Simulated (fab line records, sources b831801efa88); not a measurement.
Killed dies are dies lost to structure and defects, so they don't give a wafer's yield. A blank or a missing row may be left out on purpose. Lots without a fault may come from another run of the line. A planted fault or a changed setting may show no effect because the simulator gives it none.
Which tool did it? | flow sky130 | 24 lots, 72 wafers sampled, at 6 steps of a route of 708

WHAT THE GAUGES READ, wafer by wafer
SKY_METAL2_CD_MEAS_15: target cd 140 nm.
lot  | measured     | on        | cd_nm (nm)
L074 | day 35 10:26 | cd_sem-01 | 139.2 141.1 138.8
L075 | day 35 11:50 | cd_sem-01 | 140.6 140.8 140.3
L076 | day 35 14:44 | cd_sem-01 | 138.8 136.0 137.0
L077 | day 36 02:17 | cd_sem-02 | 140.9 140.2 140.9
L078 | day 36 09:55 | cd_sem-01 | 137.2 139.5 140.3
L079 | day 36 16:40 | cd_sem-01 | 141.6 140.6 138.7
L080 | day 36 21:59 | cd_sem-02 | 141.0 141.2 141.9
L081 | day 37 09:02 | cd_sem-01 | 141.9 140.9 142.1
L082 | day 37 16:55 | cd_sem-01 | 139.7 140.3 139.0
L083 | day 38 06:32 | cd_sem-01 | 138.4 138.5 140.2
L084 | day 38 06:50 | cd_sem-02 | 142.0 141.7 142.9
L085 | day 38 16:51 | cd_sem-02 | 142.1 140.0 139.6
L086 | day 38 22:20 | cd_sem-02 | 139.4 139.6 140.0
L087 | day 40 05:14 | cd_sem-01 | 137.7 140.6 140.8
L088 | day 40 06:22 | cd_sem-01 | 138.2 139.8 138.2
L089 | day 40 06:44 | cd_sem-01 | 138.0 138.0 138.1
L090 | day 40 06:58 | cd_sem-02 | 140.8 140.9 140.3
L091 | day 40 07:20 | cd_sem-01 | 139.7 139.0 138.8
L092 | day 40 10:04 | cd_sem-02 | 139.8 139.2 140.7
L093 | day 40 13:02 | cd_sem-02 | 141.7 141.6 141.0
L094 | day 40 22:38 | cd_sem-01 | 142.3 144.3 140.7
L095 | day 41 10:47 | cd_sem-02 | 138.5 138.6 138.9
L096 | day 41 19:47 | cd_sem-01 | 142.0 140.0 141.0
L097 | day 41 21:02 | cd_sem-02 | 141.7 143.5 141.1

SKY_CAPM_RS_MEAS_03: measures by four-point-probe.
lot  | measured     | on            | CAPM_TIN_RS (ohm/sq)
L074 | day 36 15:22 | film_metro-04 | 7.06 7.03 7.04
L075 | day 36 18:08 | film_metro-04 | 6.81 6.82 6.90
L076 | day 36 20:47 | film_metro-02 | 6.97 6.88 6.94
L077 | day 37 08:11 | film_metro-03 | 6.87 6.86 6.77
L078 | day 37 15:47 | film_metro-03 | 6.94 6.94 6.96
L079 | day 37 22:25 | film_metro-02 | 6.93 6.96 6.97
L080 | day 38 03:33 | film_metro-03 | 6.83 6.82 6.82
L081 | day 38 14:16 | film_metro-03 | 6.96 7.01 6.93
L082 | day 38 21:22 | film_metro-02 | 6.99 6.95 6.90
L083 | day 39 10:16 | film_metro-03 | 6.97 6.93 6.90
L084 | day 39 10:18 | film_metro-04 | 6.79 6.85 6.86
L085 | day 39 21:19 | film_metro-02 | 6.97 6.96 6.93
L086 | day 40 02:13 | film_metro-02 | 6.83 6.84 6.86
L087 | day 41 09:01 | film_metro-04 | 6.89 6.79 6.84
L088 | day 41 10:12 | film_metro-04 | 6.82 6.83 6.86
L089 | day 41 10:32 | film_metro-04 | 6.98 7.00 6.94
L090 | day 41 10:48 | film_metro-03 | 7.03 7.07 7.13
L091 | day 41 11:10 | film_metro-04 | 6.90 6.87 6.87
L092 | day 41 14:01 | film_metro-02 | 7.03 7.03 7.00
L093 | day 41 16:39 | film_metro-03 | 6.89 6.82 6.90
L094 | day 42 01:43 | film_metro-03 | 6.97 6.96 6.92
L095 | day 42 14:26 | film_metro-02 | 6.76 6.81 6.75
L096 | day 42 22:37 | film_metro-02 | 6.90 6.92 6.95
L097 | day 43 00:34 | film_metro-03 | 6.94 6.94 6.94

WHICH TOOL RAN EACH LOT (tool, then ch and the chambers of the sampled wafers, then the start)
lot  | SKY_CONTACT_STRIP_19                 | SKY_METAL2_SPUTTER_00        | SKY_METAL2_METAL_ETCH_19          | SKY_METAL3_SPUTTER_04
L074 | plasma_asher-03 ch 0, day 31 22:39   | pvd_sputter-02, day 34 08:08 | rie_metal-04 ch 0, day 35 10:40   | pvd_sputter-02, day 36 15:06
L075 | plasma_asher-02 ch 0,1, day 31 23:46 | pvd_sputter-02, day 34 09:26 | rie_metal-03 ch 0,1, day 35 12:07 | pvd_sputter-02, day 36 17:54
L076 | plasma_asher-03 ch 0,1, day 32 03:30 | pvd_sputter-01, day 34 12:11 | rie_metal-03 ch 0,1, day 35 14:58 | pvd_sputter-03, day 36 20:32
L077 | plasma_asher-02 ch 0,1, day 32 14:03 | pvd_sputter-04, day 34 23:53 | rie_metal-04 ch 0,1, day 36 02:31 | pvd_sputter-04, day 37 07:55
L078 | plasma_asher-04 ch 0,1, day 32 20:33 | pvd_sputter-04, day 35 07:46 | rie_metal-03 ch 0, day 36 10:15   | pvd_sputter-04, day 37 15:33
L079 | plasma_asher-03 ch 0,1, day 33 05:56 | pvd_sputter-04, day 35 14:15 | rie_metal-01 ch 0, day 36 17:04   | pvd_sputter-02, day 37 22:07
L080 | plasma_asher-03 ch 0,1, day 33 10:24 | pvd_sputter-04, day 35 19:36 | rie_metal-01 ch 0,1, day 36 22:14 | pvd_sputter-02, day 38 03:19
L081 | plasma_asher-02 ch 0,1, day 33 20:54 | pvd_sputter-04, day 36 06:23 | rie_metal-01 ch 0,1, day 37 09:16 | pvd_sputter-02, day 38 14:00
L082 | plasma_asher-04 ch 0,1, day 34 05:46 | pvd_sputter-01, day 36 14:16 | rie_metal-03 ch 0, day 37 17:10   | pvd_sputter-04, day 38 21:08
L083 | plasma_asher-03 ch 0,1, day 34 19:35 | pvd_sputter-04, day 37 04:53 | rie_metal-04 ch 1, day 38 06:54   | pvd_sputter-02, day 39 09:58
L084 | plasma_asher-02 ch 0,1, day 34 19:57 | pvd_sputter-02, day 37 04:55 | rie_metal-03 ch 0,1, day 38 07:04 | pvd_sputter-03, day 39 10:02
L085 | plasma_asher-04 ch 0,1, day 35 06:46 | pvd_sputter-02, day 37 15:16 | rie_metal-04 ch 1, day 38 17:13   | pvd_sputter-03, day 39 21:03
L086 | plasma_asher-03 ch 1, day 35 11:54   | pvd_sputter-04, day 37 20:41 | rie_metal-01 ch 0,1, day 38 22:34 | pvd_sputter-03, day 40 01:57
L087 | plasma_asher-02 ch 0,1, day 36 21:33 | pvd_sputter-02, day 39 04:23 | rie_metal-03 ch 0,1, day 40 05:28 | pvd_sputter-03, day 41 08:46
L088 | plasma_asher-03 ch 0,1, day 36 21:39 | pvd_sputter-04, day 39 05:22 | rie_metal-04 ch 0,1, day 40 06:37 | pvd_sputter-04, day 41 09:58
L089 | plasma_asher-02 ch 0,1, day 36 21:55 | pvd_sputter-01, day 39 05:43 | rie_metal-03 ch 0,1, day 40 06:58 | pvd_sputter-02, day 41 10:16
L090 | plasma_asher-04 ch 0,1, day 36 23:03 | pvd_sputter-02, day 39 06:05 | rie_metal-01 ch 0,1, day 40 07:13 | pvd_sputter-02, day 41 10:34
L091 | plasma_asher-03 ch 0,1, day 37 00:00 | pvd_sputter-01, day 39 06:23 | rie_metal-04 ch 0,1, day 40 07:34 | pvd_sputter-04, day 41 10:54
L092 | plasma_asher-02 ch 0,1, day 37 01:54 | pvd_sputter-01, day 39 09:09 | rie_metal-03 ch 0,1, day 40 10:19 | pvd_sputter-02, day 41 13:47
L093 | plasma_asher-02 ch 0,1, day 37 05:07 | pvd_sputter-04, day 39 12:25 | rie_metal-04 ch 0,1, day 40 13:16 | pvd_sputter-03, day 41 16:21
L094 | plasma_asher-04 ch 0,1, day 37 15:48 | pvd_sputter-04, day 39 21:34 | rie_metal-04 ch 0,1, day 40 22:53 | pvd_sputter-02, day 42 01:28
L095 | plasma_asher-02 ch 0,1, day 38 03:31 | pvd_sputter-02, day 40 10:09 | rie_metal-04 ch 0,1, day 41 11:02 | pvd_sputter-03, day 42 14:12
L096 | plasma_asher-03 ch 0,1, day 38 15:39 | pvd_sputter-01, day 40 20:29 | rie_metal-04 ch 1, day 41 20:01   | pvd_sputter-03, day 42 22:20
L097 | plasma_asher-04 ch 0,1, day 38 16:12 | pvd_sputter-02, day 40 21:08 | rie_metal-01 ch 1, day 41 21:23   | pvd_sputter-03, day 43 00:18
- SKY_CONTACT_STRIP_19: strips in O2/N2.
- SKY_METAL2_SPUTTER_00: material Ti, target thk 15 nm, time 10 s.
- SKY_METAL2_METAL_ETCH_19: etches the open film in Cl2/BCl3, stops on SiO2, target depth 360 nm, time 78 s.
- SKY_METAL3_SPUTTER_04: material TiN, target thk 70 nm, time 58.3 s.

WHAT THE TOOLS THEMSELVES READ (means of the sampled wafers that have a number; where no wafer has one, the mark that the record gives instead)
SKY_CONTACT_STRIP_19.
lot  | tool            | drypump_motor_current_A (A) | oes_product_au (a.u.) | strip_time_to_endpoint_s (s)
L074 | plasma_asher-03 | 5.2                         | 0.385                 | 3.664
L075 | plasma_asher-02 | 6.0                         | 0.385                 | 3.605
L076 | plasma_asher-03 | 5.6                         | 0.389                 | 3.635
L077 | plasma_asher-02 | 5.5                         | 0.383                 | 3.636
L078 | plasma_asher-04 | 5.8                         | 0.381                 | 3.635
L079 | plasma_asher-03 | 5.9                         | 0.386                 | 3.666
L080 | plasma_asher-03 | 5.6                         | 0.377                 | 3.634
L081 | plasma_asher-02 | 5.5                         | 0.380                 | 3.647
L082 | plasma_asher-04 | 5.8                         | 0.381                 | 3.636
L083 | plasma_asher-03 | 5.9                         | 0.381                 | 3.609
L084 | plasma_asher-02 | 5.5                         | 0.379                 | 3.638
L085 | plasma_asher-04 | 5.9                         | 0.383                 | 3.650
L086 | plasma_asher-03 | 6.3                         | 0.376                 | 3.610
L087 | plasma_asher-02 | 6.0                         | 0.379                 | 3.601
L088 | plasma_asher-03 | 5.9                         | 0.383                 | 3.611
L089 | plasma_asher-02 | 6.0                         | 0.382                 | 3.609
L090 | plasma_asher-04 | 5.8                         | 0.383                 | 3.609
L091 | plasma_asher-03 | 5.6                         | 0.381                 | 3.605
L092 | plasma_asher-02 | 6.0                         | 0.378                 | 3.613
L093 | plasma_asher-02 | 6.0                         | 0.377                 | 3.575
L094 | plasma_asher-04 | 5.8                         | 0.382                 | 3.603
L095 | plasma_asher-02 | 5.5                         | 0.375                 | 3.604
L096 | plasma_asher-03 | 5.6                         | 0.383                 | 3.626
L097 | plasma_asher-04 | 5.9                         | 0.379                 | 3.607

SKY_METAL2_SPUTTER_00.
lot  | tool           | throttle_valve_pct (%)
L074 | pvd_sputter-02 | 28.6
L075 | pvd_sputter-02 | 29.0
L076 | pvd_sputter-01 | 29.8
L077 | pvd_sputter-04 | 30.9
L078 | pvd_sputter-04 | 29.6
L079 | pvd_sputter-04 | 29.8
L080 | pvd_sputter-04 | 30.5
L081 | pvd_sputter-04 | 29.8
L082 | pvd_sputter-01 | 30.0
L083 | pvd_sputter-04 | 30.8
L084 | pvd_sputter-02 | 30.0
L085 | pvd_sputter-02 | 30.1
L086 | pvd_sputter-04 | 30.4
L087 | pvd_sputter-02 | 29.1
L088 | pvd_sputter-04 | 29.3
L089 | pvd_sputter-01 | 30.5
L090 | pvd_sputter-02 | 28.5
L091 | pvd_sputter-01 | 30.2
L092 | pvd_sputter-01 | 30.3
L093 | pvd_sputter-04 | 29.6
L094 | pvd_sputter-04 | 30.8
L095 | pvd_sputter-02 | 28.6
L096 | pvd_sputter-01 | 30.4
L097 | pvd_sputter-02 | 28.9

SKY_METAL2_METAL_ETCH_19.
lot  | tool         | drypump_motor_current_A (A) | oes_product_au (a.u.) | throttle_valve_pct (%)
L074 | rie_metal-04 | 5.8                         | 0.857                 | 22.263
L075 | rie_metal-03 | 5.5                         | 0.854                 | 22.270
L076 | rie_metal-03 | 5.5                         | 0.848                 | 22.263
L077 | rie_metal-04 | 6.3                         | 0.856                 | 22.267
L078 | rie_metal-03 | 5.6                         | 0.860                 | 22.263
L079 | rie_metal-01 | 6.4                         | 0.858                 | 22.267
L080 | rie_metal-01 | 6.3                         | 0.846                 | 22.261
L081 | rie_metal-01 | 6.3                         | 0.852                 | 22.273
L082 | rie_metal-03 | 5.6                         | 0.857                 | 22.261
L083 | rie_metal-04 | 6.6                         | 0.853                 | 22.265
L084 | rie_metal-03 | 5.4                         | 0.857                 | 22.267
L085 | rie_metal-04 | 6.6                         | 0.852                 | 22.268
L086 | rie_metal-01 | 6.3                         | 0.850                 | 22.268
L087 | rie_metal-03 | 5.5                         | 0.856                 | 22.267
L088 | rie_metal-04 | 6.3                         | 0.851                 | 22.262
L089 | rie_metal-03 | 5.5                         | 0.860                 | 22.266
L090 | rie_metal-01 | 6.3                         | 0.858                 | 22.262
L091 | rie_metal-04 | 6.1                         | 0.856                 | 22.264
L092 | rie_metal-03 | 5.5                         | 0.851                 | 22.260
L093 | rie_metal-04 | 6.1                         | 0.855                 | 22.264
L094 | rie_metal-04 | 6.3                         | 0.851                 | 22.268
L095 | rie_metal-04 | 6.1                         | 0.855                 | 22.259
L096 | rie_metal-04 | 6.6                         | 0.857                 | 22.266
L097 | rie_metal-01 | 6.2                         | 0.859                 | 22.254

SKY_METAL3_SPUTTER_04.
lot  | tool           | throttle_valve_pct (%)
L074 | pvd_sputter-02 | 30.1
L075 | pvd_sputter-02 | 29.5
L076 | pvd_sputter-03 | 30.3
L077 | pvd_sputter-04 | 30.7
L078 | pvd_sputter-04 | 29.1
L079 | pvd_sputter-02 | 29.5
L080 | pvd_sputter-02 | 29.7
L081 | pvd_sputter-02 | 29.0
L082 | pvd_sputter-04 | 29.6
L083 | pvd_sputter-02 | 29.7
L084 | pvd_sputter-03 | 30.4
L085 | pvd_sputter-03 | 30.2
L086 | pvd_sputter-03 | 30.5
L087 | pvd_sputter-03 | 30.4
L088 | pvd_sputter-04 | 30.4
L089 | pvd_sputter-02 | 29.0
L090 | pvd_sputter-02 | 29.1
L091 | pvd_sputter-04 | 29.6
L092 | pvd_sputter-02 | 29.8
L093 | pvd_sputter-03 | 30.5
L094 | pvd_sputter-02 | 29.5
L095 | pvd_sputter-03 | 30.4
L096 | pvd_sputter-03 | 30.4
L097 | pvd_sputter-03 | 30.6

THE ANSWER, worked out from the rows above alone
Rule: what is usual is taken from the lots themselves. Put in order of their means at a reading, lots are off if they are a third of the lots or fewer, leave a main group of 4 or more, and stand apart from it by a gap of 3 or more times the standard deviation of the main group's means; of several such gaps the widest counts. A main group whose means are all the same, to the digits that the tables above print for the reading, isn't used. A lot without any number at a reading at which 4 lots or more have one is off too. The other lots that the step has rows for count as sound. The gauges are gone through in route order, then the tools' own readings, and for those a lot's mean is taken as printed above. The first step at which some lot is off is used, and at that step the reading that is off furthest; a lot without a number counts as furthest.
No lot is off at any reading shown: from this, nothing can be told.

WHAT THE SIMULATOR HAD PUT IN
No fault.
